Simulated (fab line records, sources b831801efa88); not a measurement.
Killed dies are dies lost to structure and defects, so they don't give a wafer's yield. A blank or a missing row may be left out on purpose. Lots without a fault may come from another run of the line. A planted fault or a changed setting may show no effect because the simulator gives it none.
Which tool did it? | flow gf180mcu | 7 lots, 21 wafers sampled, at 2 steps of a route of 602

WHAT THE GAUGES READ, wafer by wafer
GF_M2_RS_MEAS_05: measures by four-point-probe.
lot  | measured     | on            | M2_ALCU_RS (ohm/sq)
L746 | day 18 22:20 | film_metro-04 | 0.0693 0.0689 0.0685
L750 | day 20 09:22 | film_metro-02 | 0.0702 0.0707 0.0695
L753 | day 22 07:49 | film_metro-03 | 0.0706 0.0711 0.0710
L754 | day 22 16:04 | film_metro-02 | 0.0705 0.0703 0.0694
L760 | day 24 10:00 | film_metro-04 | 0.0692 0.0691 0.0691
L764 | day 25 10:08 | film_metro-02 | 0.0687 0.0691 0.0691
L767 | day 26 11:31 | film_metro-02 | 0.0686 0.0685 0.0693

WHICH TOOL RAN EACH LOT (tool, then ch and the chambers of the sampled wafers, then the start)
lot  | GF_M2_SPUTTER_01
L746 | pvd_sputter-03, day 18 22:13
L750 | pvd_sputter-03, day 20 09:12
L753 | pvd_sputter-04, day 22 07:40
L754 | pvd_sputter-03, day 22 15:55
L760 | pvd_sputter-04, day 24 09:52
L764 | pvd_sputter-04, day 25 10:00
L767 | pvd_sputter-01, day 26 11:21
- GF_M2_SPUTTER_01: material TiN, target thk 30 nm, time 25 s.

THE ANSWER, worked out from the rows above alone
Rule: what is usual is taken from the lots themselves. Put in order of their means at a reading, lots are off if they are a third of the lots or fewer, leave a main group of 4 or more, and stand apart from it by a gap of 3 or more times the standard deviation of the main group's means; of several such gaps the widest counts. A main group whose means are all the same, to the digits that the tables above print for the reading, isn't used. A lot without any number at a reading at which 4 lots or more have one is off too. The other lots that the step has rows for count as sound.
No lot is off at any reading shown: from this, nothing can be told.

WHAT THE SIMULATOR HAD PUT IN
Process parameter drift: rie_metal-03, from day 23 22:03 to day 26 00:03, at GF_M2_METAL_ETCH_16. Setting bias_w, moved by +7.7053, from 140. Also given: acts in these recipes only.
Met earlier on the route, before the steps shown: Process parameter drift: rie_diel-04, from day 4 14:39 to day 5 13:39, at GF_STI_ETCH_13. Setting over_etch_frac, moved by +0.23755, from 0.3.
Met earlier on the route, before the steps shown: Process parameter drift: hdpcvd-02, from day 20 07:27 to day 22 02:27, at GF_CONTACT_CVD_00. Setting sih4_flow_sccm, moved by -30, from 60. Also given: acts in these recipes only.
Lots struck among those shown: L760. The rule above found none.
